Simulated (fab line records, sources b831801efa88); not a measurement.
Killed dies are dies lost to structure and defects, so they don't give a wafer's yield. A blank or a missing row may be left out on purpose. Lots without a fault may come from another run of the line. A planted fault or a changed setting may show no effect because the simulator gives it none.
Which tool did it? | flow gf180mcu | 13 lots, 37 wafers sampled, at 4 steps of a route of 602

WHAT THE GAUGES READ, wafer by wafer
GF_V1_CD_MEAS_14: target cd 260 nm.
lot  | measured     | on        | cd_nm (nm)
L321 | day 19 00:22 | cd_sem-01 | 262.4 262.3 263.1
L320 | day 19 01:51 | cd_sem-02 | 261.0 260.5 260.8
L322 | day 19 10:37 | cd_sem-01 | 260.5 261.2 261.1
L323 | day 19 21:15 | cd_sem-02 | 258.6 260.6 259.2
L324 | day 20 00:06 | cd_sem-02 | 259.8 260.6 260.7
L325 | day 20 06:14 | cd_sem-02 | 256.8 259.6 257.5
L326 | day 20 23:32 | cd_sem-01 | 260.1 260.5 259.8
L327 | day 21 05:11 | cd_sem-02 | 260.1 258.9 259.6
L330 | day 22 07:14 | cd_sem-01 | 260.2 261.2 260.5
L336 | day 24 09:11 | cd_sem-02 | 259.5 260.0
L338 | day 25 05:04 | cd_sem-01 | 262.3 261.2
L339 | day 25 09:20 | cd_sem-01 | 262.2 262.3 262.1
L342 | day 26 03:40 | cd_sem-02 | 261.1 259.9 260.6

GF_V2_BOW_MEAS_05.
lot  | measured     | on            | V2_BOW (um)
L321 | day 20 04:20 | film_metro-02 | 91 87 84
L320 | day 20 05:01 | film_metro-03 | 116 93 107
L322 | day 20 13:36 | film_metro-02 | 89 94 103
L323 | day 21 00:05 | film_metro-03 | 100 106 105
L324 | day 21 02:38 | film_metro-02 | 91 94 107
L325 | day 21 08:49 | film_metro-03 | 105 105 102
L326 | day 22 02:22 | film_metro-03 | 91 81 98
L327 | day 22 08:04 | film_metro-03 | 99 86 88
L330 | day 23 09:58 | film_metro-01 | 102 104 96
L336 | day 25 10:04 | film_metro-01 | 108 98
L338 | day 26 05:11 | film_metro-01 | 100 90
L339 | day 26 09:11 | film_metro-01 | 93 97 88
L342 | day 27 03:27 | film_metro-01 | 109 98 95

WHICH TOOL RAN EACH LOT (tool, then ch and the chambers of the sampled wafers, then the start)
lot  | GF_V1_SPUTTER_21             | GF_V2_CMP_04
L321 | pvd_sputter-01, day 19 01:10 | cmp-01 ch 1,2, day 20 04:04
L320 | pvd_sputter-02, day 19 02:38 | cmp-01 ch 0,3, day 20 04:40
L322 | pvd_sputter-04, day 19 11:26 | cmp-02 ch 2,3, day 20 13:17
L323 | pvd_sputter-04, day 19 22:03 | cmp-01 ch 0,1,2, day 20 23:46
L324 | pvd_sputter-01, day 20 00:54 | cmp-02 ch 0,1,2, day 21 02:19
L325 | pvd_sputter-01, day 20 07:02 | cmp-02 ch 0,1,3, day 21 08:30
L326 | pvd_sputter-04, day 21 00:22 | cmp-02 ch 0,2,3, day 22 02:10
L327 | pvd_sputter-01, day 21 06:02 | cmp-01 ch 0,1, day 22 07:46
L330 | pvd_sputter-01, day 22 08:04 | cmp-02 ch 2,3, day 23 09:39
L336 | pvd_sputter-04, day 24 09:58 | cmp-01 ch 0,1, day 25 09:48
L338 | pvd_sputter-01, day 25 05:52 | cmp-01 ch 0,2, day 26 04:55
L339 | pvd_sputter-04, day 25 10:11 | cmp-02 ch 0,1,2, day 26 08:52
L342 | pvd_sputter-04, day 26 04:27 | cmp-02 ch 0,1,2, day 27 03:13
- GF_V1_SPUTTER_21: material Ti, target thk 15 nm, time 80.02 s.
- GF_V2_CMP_04: polishes SiO2.

WHAT THE TOOLS THEMSELVES READ (means of the sampled wafers that have a number; where no wafer has one, the mark that the record gives instead)
GF_V1_SPUTTER_21.
lot  | tool           | throttle_valve_pct (%)
L321 | pvd_sputter-01 | 29.9
L320 | pvd_sputter-02 | 30.4
L322 | pvd_sputter-04 | 30.2
L323 | pvd_sputter-04 | 29.4
L324 | pvd_sputter-01 | 31.1
L325 | pvd_sputter-01 | 31.0
L326 | pvd_sputter-04 | 29.5
L327 | pvd_sputter-01 | 30.3
L330 | pvd_sputter-01 | 28.6
L336 | pvd_sputter-04 | 29.7
L338 | pvd_sputter-01 | 30.2
L339 | pvd_sputter-04 | 30.5
L342 | pvd_sputter-04 | 29.0

GF_V2_CMP_04.
lot  | tool   | head_pressure_psi (psi) | motor_current_A (A) | time_to_endpoint_s (s)
L321 | cmp-01 | 3.998                   | 12.7                | 78
L320 | cmp-01 | 3.998                   | 11.5                | 85
L322 | cmp-02 | 4.003                   | 11.0                | 83
L323 | cmp-01 | 4.009                   | 12.1                | 80
L324 | cmp-02 | 3.998                   | 10.9                | 85
L325 | cmp-02 | 4.001                   | 10.5                | 82
L326 | cmp-02 | 4.007                   | 11.1                | 85
L327 | cmp-01 | 3.998                   | 12.2                | 82
L330 | cmp-02 | 4.007                   | 11.1                | 85
L336 | cmp-01 | 4.003                   | 11.7                | 98
L338 | cmp-01 | 4.002                   | 11.8                | 90
L339 | cmp-02 | 3.994                   | 10.8                | 76
L342 | cmp-02 | 3.999                   | 11.0                | 76

THE ANSWER, worked out from the rows above alone
Rule: what is usual is taken from the lots themselves. Put in order of their means at a reading, lots are off if they are a third of the lots or fewer, leave a main group of 4 or more, and stand apart from it by a gap of 3 or more times the standard deviation of the main group's means; of several such gaps the widest counts. A main group whose means are all the same, to the digits that the tables above print for the reading, isn't used. A lot without any number at a reading at which 4 lots or more have one is off too. The other lots that the step has rows for count as sound. The gauges are gone through in route order, then the tools' own readings, and for those a lot's mean is taken as printed above. The first step at which some lot is off is used, and at that step the reading that is off furthest; a lot without a number counts as furthest.
No lot is off at any reading shown: from this, nothing can be told.

WHAT THE SIMULATOR HAD PUT IN
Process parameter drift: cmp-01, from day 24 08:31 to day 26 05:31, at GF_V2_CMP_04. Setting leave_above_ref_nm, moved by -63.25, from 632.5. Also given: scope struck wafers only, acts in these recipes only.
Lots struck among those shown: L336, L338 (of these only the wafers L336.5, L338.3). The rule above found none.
